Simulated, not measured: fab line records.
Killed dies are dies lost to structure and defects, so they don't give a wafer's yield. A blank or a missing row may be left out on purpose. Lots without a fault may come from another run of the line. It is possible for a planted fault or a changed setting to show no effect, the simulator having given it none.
fab line records	flow sky130
record: lots: 15	wafers: 45	lastDay: 48
route steps=708 shown NWELL@68 VT_ADJUST_HVTP@94 CONTACT@421 METAL1@439
lots untouched by any fault: they come from a run of this same line in which no faults occurred
startH: hours from the record's first day to the start of the lot's first wafer shown	waitH: hours from the lot's prior step to this one	" identical to the entry in the row above	L1.1+2: a single row standing in for several wafers	- either no value or no given start	* or withheld: withheld	< > ~ a bound
route shown NAME@n: a module of which the file shows steps, and the number in the route of the first	usual: average and standard deviation across the fault-free wafers	same: alike in all rows	chamber/n: place in a boat	sites: each site's reading	_std_site: their standard deviation	_edge_site: the outer-site mean with the inner-site mean subtracted	radiusMm: for every site, how far away it sits from the centre of the wafer	mask NAME#n: copy n	behind: the last tool/chamber to shape the wafer	hold: why the lot was held/for how many hours/how that ended	device: the n, p or np transistor that did not switch	end of line: the route-end tests of the same wafers	a step without rows: its recipe alone	killed: count of dies lost to structure and defects at first sort (not the wafer's yield)	map: a wafer's dies, x killed, . not, _ none there
set.NAME: the setting that was run; set.NAME@STEP: the one run at that earlier step	model.NAME: the simulator's own value behind a step, which no gauge read
steps of the route over a sample of lots; a table a step, a row a wafer
services: from which hour (startH, from the record's first day; less than 0 if before it) a tool's chamber was out of use, for how many hours, and why
== steps ==
step: SKY_NWELL_TW_MEAS_15
usual: NWELL_TW: 1835/14
lot.wafer	tool	chamber	startH	waitH	NWELL_TW
L140.3	filmMetro-03	-	84.52	0.1	1845
L140.5	"	-	"	"	1834
L140.6	"	-	"	"	1841
L141.1	filmMetro-04	-	91.05	0.1	1834
L141.5	"	-	"	"	1829
L141.6	"	-	"	"	1840
L142.3	filmMetro-03	-	97.77	0.1	1836
L142.4	"	-	"	"	1831
L142.6	"	-	"	"	1832
L143.1	filmMetro-01	-	100.76	0.1	1831
L143.2	"	-	"	"	1831
L143.4	"	-	"	"	1821
L144.4	filmMetro-03	-	110.13	0.1	1821
L144.5	"	-	"	"	1834
L144.6	"	-	"	"	1829
L145.1	filmMetro-01	-	111.40	0.1	1817
L145.2	"	-	"	"	1815
L145.6	"	-	"	"	1809
L146.2	filmMetro-04	-	117.56	0.1	1842
L146.3	"	-	"	"	1836
L146.6	"	-	"	"	1837
L147.1	filmMetro-04	-	121.95	0.1	1852
L147.2	"	-	"	"	1839
L147.6	"	-	"	"	1826
L148.1	filmMetro-01	-	129.58	0.1	1814
L148.2	"	-	"	"	1812
L148.4	"	-	"	"	1807
L149.1	filmMetro-03	-	143.86	0.1	1842
L149.4	"	-	"	"	1832
L149.6	"	-	"	"	1845
L151.2	filmMetro-03	-	152.87	0.1	1850
L151.4	"	-	"	"	1845
L151.6	"	-	"	"	1851
L153.1	filmMetro-01	-	159.50	0.1	1822
L153.5	"	-	"	"	1827
L153.6	"	-	"	"	1823
L154.3	filmMetro-01	-	165.93	0.1	1809
L154.4	"	-	"	"	1812
L154.6	"	-	"	"	1818
L155.2	filmMetro-04	-	172.26	0.1	1857
L155.4	"	-	"	"	1859
L155.5	"	-	"	"	1857
L156.1	filmMetro-04	-	177.11	0.1	1858
L156.3	"	-	"	"	1859
L156.5	"	-	"	"	1856
step: SKY_VT_ADJUST_HVTP_IMPLANT_09
recipe: species: As	energyKev: 150	doseCm2: 4.3e+12	tiltDeg: withheld
usual: implantIonAmu: 75/0
lot.wafer	tool	chamber	startH	waitH	implantIonAmu
L140.3	implanter-02	0	119.34	0.1	75
L140.5	"	0	"	"	75
L140.6	"	0	"	"	75
L141.1	implanter-02	0	125.67	0.0	75
L141.5	"	0	"	"	75
L141.6	"	0	"	"	75
L142.3	implanter-04	0	133.17	0.1	75
L142.4	"	0	"	"	75
L142.6	"	0	"	"	75
L143.1	implanter-02	0	138.89	0.0	75
L143.2	"	0	"	"	75
L143.4	"	0	"	"	75
L144.4	implanter-02	0	146.90	0.1	75
L144.5	"	0	"	"	75
L144.6	"	0	"	"	75
L145.1	implanter-01	0	148.24	0.0	75
L145.2	"	0	"	"	75
L145.6	"	0	"	"	75
L146.2	implanter-04	0	154.95	0.0	75
L146.3	"	0	"	"	75
L146.6	"	0	"	"	75
L147.1	implanter-04	0	159.04	0.0	75
L147.2	"	0	"	"	75
L147.6	"	0	"	"	75
L148.1	implanter-02	0	168.33	0.0	75
L148.2	"	0	"	"	75
L148.4	"	0	"	"	75
L149.1	implanter-04	0	184.09	0.0	75
L149.4	"	0	"	"	75
L149.6	"	0	"	"	75
L151.2	implanter-04	0	193.61	0.0	75
L151.4	"	0	"	"	75
L151.6	"	0	"	"	75
L153.1	implanter-04	0	201.44	0.0	49
L153.5	"	0	"	"	49
L153.6	"	0	"	"	49
L154.3	implanter-02	0	209.86	1.7	49
L154.4	"	0	"	"	49
L154.6	"	0	"	"	49
L155.2	implanter-02	0	215.30	0.0	49
L155.4	"	0	"	"	49
L155.5	"	0	"	"	49
L156.1	implanter-04	0	218.59	0.0	49
L156.3	"	0	"	"	49
L156.5	"	0	"	"	49
step: SKY_VT_ADJUST_HVTP_TW_MEAS_11
usual: VT_ADJUST_HVTP_TW: 1360/13
lot.wafer	tool	chamber	startH	waitH	VT_ADJUST_HVTP_TW
L140.3	filmMetro-02	-	119.56	0.1	1351
L140.5	"	-	"	"	1351
L140.6	"	-	"	"	1343
L141.1	filmMetro-04	-	125.92	0.1	1370
L141.5	"	-	"	"	1373
L141.6	"	-	"	"	1372
L142.3	filmMetro-02	-	133.39	0.1	1346
L142.4	"	-	"	"	1350
L142.6	"	-	"	"	1341
L143.1	filmMetro-02	-	139.14	0.1	1345
L143.2	"	-	"	"	1344
L143.4	"	-	"	"	1342
L144.4	filmMetro-04	-	147.11	0.1	1381
L144.5	"	-	"	"	1376
L144.6	"	-	"	"	1379
L145.1	filmMetro-02	-	148.49	0.1	1348
L145.2	"	-	"	"	1352
L145.6	"	-	"	"	1351
L146.2	filmMetro-04	-	155.19	0.1	1379
L146.3	"	-	"	"	1372
L146.6	"	-	"	"	1379
L147.1	filmMetro-02	-	159.29	0.1	1352
L147.2	"	-	"	"	1346
L147.6	"	-	"	"	1353
L148.1	filmMetro-04	-	168.58	0.1	1382
L148.2	"	-	"	"	1381
L148.4	"	-	"	"	1377
L149.1	filmMetro-01	-	184.34	0.1	1354
L149.4	"	-	"	"	1360
L149.6	"	-	"	"	1360
L151.2	filmMetro-04	-	193.85	0.1	1366
L151.4	"	-	"	"	1373
L151.6	"	-	"	"	1363
L153.1	filmMetro-02	-	201.69	0.1	754
L153.5	"	-	"	"	755
L153.6	"	-	"	"	760
L154.3	filmMetro-04	-	210.08	0.1	768
L154.4	"	-	"	"	764
L154.6	"	-	"	"	763
L155.2	filmMetro-02	-	215.53	0.1	754
L155.4	"	-	"	"	756
L155.5	"	-	"	"	758
L156.1	filmMetro-04	-	218.84	0.1	770
L156.3	"	-	"	"	767
L156.5	"	-	"	"	767
step: SKY_CONTACT_OVL_MEAS_15
usual: CONTACT_OVL: -3/6.2
lot.wafer	tool	chamber	startH	waitH	CONTACT_OVL[nm]
L140.3	overlay-02	-	718.44	0.1	6
L140.5	"	-	"	"	-1
L140.6	"	-	"	"	2
L141.1	overlay-01	-	725.85	0.1	3
L141.5	"	-	"	"	6
L141.6	"	-	"	"	-7
L142.3	overlay-01	-	737.51	0.1	2
L142.4	"	-	"	"	-1
L142.6	"	-	"	"	-2
L143.1	overlay-02	-	748.30	0.1	-7
L143.2	"	-	"	"	-4
L143.4	"	-	"	"	-4
L144.4	overlay-01	-	776.65	0.1	-10
L144.5	"	-	"	"	-4
L144.6	"	-	"	"	-13
L146.2	overlay-01	-	778.38	0.1	-9
L146.3	"	-	"	"	-8
L146.6	"	-	"	"	-5
L145.1	overlay-01	-	779.43	0.1	-5
L145.2	"	-	"	"	0
L145.6	"	-	"	"	2
L147.1	overlay-02	-	784.70	0.1	6
L147.2	"	-	"	"	-2
L147.6	"	-	"	"	-1
L148.1	overlay-01	-	787.39	0.1	-11
L148.2	"	-	"	"	3
L148.4	"	-	"	"	6
L149.1	overlay-02	-	815.43	0.1	-8
L149.4	"	-	"	"	-1
L149.6	"	-	"	"	6
L151.2	overlay-02	-	819.09	0.1	-7
L151.4	"	-	"	"	-2
L151.6	"	-	"	"	-6
L153.1	overlay-01	-	833.00	0.1	-12
L153.5	"	-	"	"	-8
L153.6	"	-	"	"	-4
L154.3	overlay-01	-	837.72	0.1	9
L154.4	"	-	"	"	-8
L154.6	"	-	"	"	-13
L155.2	overlay-01	-	842.64	0.1	-5
L155.4	"	-	"	"	-15
L155.5	"	-	"	"	-1
L156.1	overlay-01	-	846.85	0.1	4
L156.3	"	-	"	"	-6
L156.5	"	-	"	"	-1
step: SKY_METAL1_RS_MEAS_05
recipe: thkMeasGauge: four-point-probe	reads: TiN_of_METAL1_SPUTTER_04+Ti_of_METAL1_SPUTTER_03+AlCu_of_METAL1_SPUTTER_02+TiN_of_METAL1_SPUTTER_01+Ti_of_METAL1_SPUTTER_00
usual: METAL1_ALCU_RS: 0.1267/0.0014
lot.wafer	tool	chamber	startH	waitH	METAL1_ALCU_RS[ohm/sq]
L140.3	filmMetro-03	-	720.02	0.1	0.1296
L140.5	"	-	"	"	0.1281
L140.6	"	-	"	"	0.1288
L141.1	filmMetro-04	-	727.47	0.0	0.1268
L141.5	"	-	"	"	0.1264
L141.6	"	-	"	"	0.1263
L142.3	filmMetro-03	-	739.14	0.1	0.1252
L142.4	"	-	"	"	0.1243
L142.6	"	-	"	"	0.1257
L143.1	filmMetro-04	-	749.96	0.0	0.1275
L143.2	"	-	"	"	0.1281
L143.4	"	-	"	"	0.1270
L144.4	filmMetro-03	-	778.42	0.1	0.1240
L144.5	"	-	"	"	0.1244
L144.6	"	-	"	"	0.1253
L146.2	filmMetro-04	-	779.95	0.0	0.1265
L146.3	"	-	"	"	0.1274
L146.6	"	-	"	"	0.1275
L145.1	filmMetro-04	-	780.98	0.0	0.1267
L145.2	"	-	"	"	0.1256
L145.6	"	-	"	"	0.1258
L147.1	filmMetro-03	-	786.25	0.0	0.1249
L147.2	"	-	"	"	0.1244
L147.6	"	-	"	"	0.1252
L148.1	filmMetro-04	-	788.94	0.0	0.1300
L148.2	"	-	"	"	0.1306
L148.4	"	-	"	"	0.1309
L149.1	filmMetro-03	-	816.99	0.0	0.1280
L149.4	"	-	"	"	0.1281
L149.6	"	-	"	"	0.1279
L151.2	filmMetro-01	-	820.70	0.0	0.1276
L151.4	"	-	"	"	0.1281
L151.6	"	-	"	"	0.1271
L153.1	filmMetro-04	-	834.59	0.0	0.1271
L153.5	"	-	"	"	0.1281
L153.6	"	-	"	"	0.1278
L154.3	filmMetro-01	-	839.31	0.1	0.1245
L154.4	"	-	"	"	0.1248
L154.6	"	-	"	"	0.1252
L155.2	filmMetro-01	-	844.22	0.0	0.1272
L155.4	"	-	"	"	0.1261
L155.5	"	-	"	"	0.1255
L156.1	filmMetro-01	-	848.47	0.0	0.1259
L156.3	"	-	"	"	0.1273
L156.5	"	-	"	"	0.1260
== services ==
tool	chamber	startH	hours	kind
implanter-04	-	114.75	7.8	repair
implanter-01	-	142.08	5.3	pm
implanter-02	-	179.39	2.9	repair
implanter-01	-	188.77	101.3	pm
implanter-02	-	188.78	2.4	repair
implanter-04	-	206.48	4.5	repair
== key ==
firstSign: step: SKY_VT_ADJUST_HVTP_IMPLANT_09	reading: implantIonAmu	direction: down	sigmas: 99+	usual: 75	struck: 49
effect: step: SKY_VT_ADJUST_HVTP_TW_MEAS_11	reading: VT_ADJUST_HVTP_TW	direction: down	sigmas: 47	usual: 1360	struck: 761
metAt SKY_VT_ADJUST_HVTP_IMPLANT_09
struckLots L153,L154,L155,L156
sortLeftOut L153.1,L153.5,L153.6,L154.3,L154.4,L154.6,L155.2,L155.4,L155.5,L156.1,L156.3,L156.5
testerLeftOut L153,L154,L155,L156
notActingAt SKY_NWELL_TW_MEAS_15,SKY_CONTACT_OVL_MEAS_15,SKY_METAL1_RS_MEAS_05
onsetBetween 193.61 201.44
fault: kind: wrongRecipeDownload	tool: implanter-01,implanter-02,implanter-04	chamber: -	onsetH: 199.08	steps: SKY_VT_ADJUST_HVTP_IMPLANT_09	wrongRecipe.notListed: 1
testerLeftOut: of these lots the tester's yield and bins aren't shown, on N5 and GAA mostly nor the transistor test; their killed dies are dies lost to structure and defects alone, not to doping, threshold or leakage, so they don't give the yield
sortLeftOut: the simulated sort isn't trusted on such a fault, so these wafers' sort isn't shown, and their yield isn't known
